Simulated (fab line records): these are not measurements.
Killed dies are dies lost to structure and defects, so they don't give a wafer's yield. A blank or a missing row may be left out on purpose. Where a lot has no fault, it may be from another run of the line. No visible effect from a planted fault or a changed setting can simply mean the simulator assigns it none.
The same fault as seen by 2 desks	flow sky130	only its own numbers are on each desk; what lay behind them is given at the end

== AT THE TOOL OWNER'S DESK: ilineStepper-02 ==
The tool's own readings at SKY_LDD_N_EXPOSE_04 (exposes mask NTM, target cd 840 nm): means of the sampled wafers that have a number, for each lot that ran on this tool. A lot is out of limits, marked OUT, if its mean lies more than 4 standard deviations from the usual mean; the brackets give that distance.
Columns: A = exposureDoseMJCm2 at SKY_LDD_N_EXPOSE_04, usual 110.00; B = focusOffsetNm at SKY_LDD_N_EXPOSE_04, usual -0.1 nm
lot	first seen here	A	B
L236	day 17 03:22	110.02	-0.4
L242	day 19 00:25	110.14	0.3
L243	day 19 21:34	110.07	0.1
L246	day 20 18:29	109.89	0.3
L258	day 25 04:11	110.02	-0.2
L259	day 25 10:02	110.13	0.4
This desk's verdict: no lot among the 6 shows anything out of limits.

== THE METROLOGY DESK ==
What the gauges read, lot by lot, whatever tool the lot ran on: means of the sampled wafers that have a number. A lot is out of limits, marked OUT, if its mean lies more than 4 standard deviations from the usual mean; the brackets give that distance.
Columns: A = cdNm at SKY_POLY_GATE_CD_MEAS_22, usual 149.6 nm
lot	first seen here	A
L236	day 16 12:37	147.7
L237	day 16 12:39	149.4
L240	day 17 16:46	147.7
L241	day 18 02:37	149.1
L242	day 18 09:16	151.3
L243	day 19 05:50	150.6
L244	day 19 09:39	153.4
L246	day 20 03:19	150.5
L245	day 20 06:32	150.5
L247	day 21 12:38	148.0
L250	day 22 08:40	150.0
L249	day 22 09:48	150.1
L251	day 22 16:03	147.4
L258	day 24 13:29	150.7
L259	day 24 19:45	147.1
This desk's verdict: no lot among the 15 shows anything out of limits.

== ALL TOGETHER ==
The tool owner's desk saw nothing out of limits.
Nothing out of limits was seen by the metrology desk.

== WHAT THE SIMULATOR HAD PUT IN ==
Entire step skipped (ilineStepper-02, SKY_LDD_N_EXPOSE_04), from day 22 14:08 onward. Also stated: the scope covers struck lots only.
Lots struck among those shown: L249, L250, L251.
